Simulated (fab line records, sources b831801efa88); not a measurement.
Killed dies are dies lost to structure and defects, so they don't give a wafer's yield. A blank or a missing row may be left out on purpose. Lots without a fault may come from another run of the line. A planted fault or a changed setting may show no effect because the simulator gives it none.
Chamber matching | flow sfq_line | SFQ_TRILAYER_L0_VIA_ETCH_VIA_ETCH_016 on rie_diel-01: 4 sister chambers
The step etches SiO2 in CHF3, stops on MoNx KI, target depth 80 nm. 4 wafers are shown with their chamber, then 8 later ones without.

WAFERS WITH THEIR CHAMBER
wafer  | chamber | drypump_motor_current_A (A)
L134.5 | 2       | 6.0
L135.5 | 3       | 5.9
L136.5 | 1       | 5.4
L136.6 | 0       | 6.0

WAFERS WITHOUT THEIR CHAMBER
wafer  | drypump_motor_current_A (A)
L137.1 | 5.4
L137.2 | 5.9
L137.6 | 5.9
L146.1 | 5.4
L146.6 | 6.1
L149.3 | 6.0
L149.4 | 6.1
L149.5 | 5.9

WHICH CHAMBER EACH WENT THROUGH
wafer  | from the rows above     | in truth
L137.1 | 1                       | 1
L137.2 | 3                       | 3
L137.6 | 3                       | 3
L146.1 | 1                       | 1
L146.6 | can't be placed: 0 or 2 | 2
L149.3 | can't be placed: 0 or 2 | 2
L149.4 | can't be placed: 0 or 2 | 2
L149.5 | 3                       | 3
Placed correctly: 5 of 8. Can't be placed from these rows: 3 (the true chamber is among the candidates in 3). Placed wrongly: 0.
How it was worked out, from the rows above alone: a wafer's distance from a chamber is the root of the sum, over the readings, of the square of ((its reading less the chamber's mean) divided by the reading's scatter). The wafer belongs to the nearest chamber; if the next one is less than 2 further off, it can't be placed. A chamber's mean is the mean of its shown wafers. The scatter: with one shown wafer a chamber, the root of the mean of the squares of how far each hidden wafer lies from its nearest shown one.
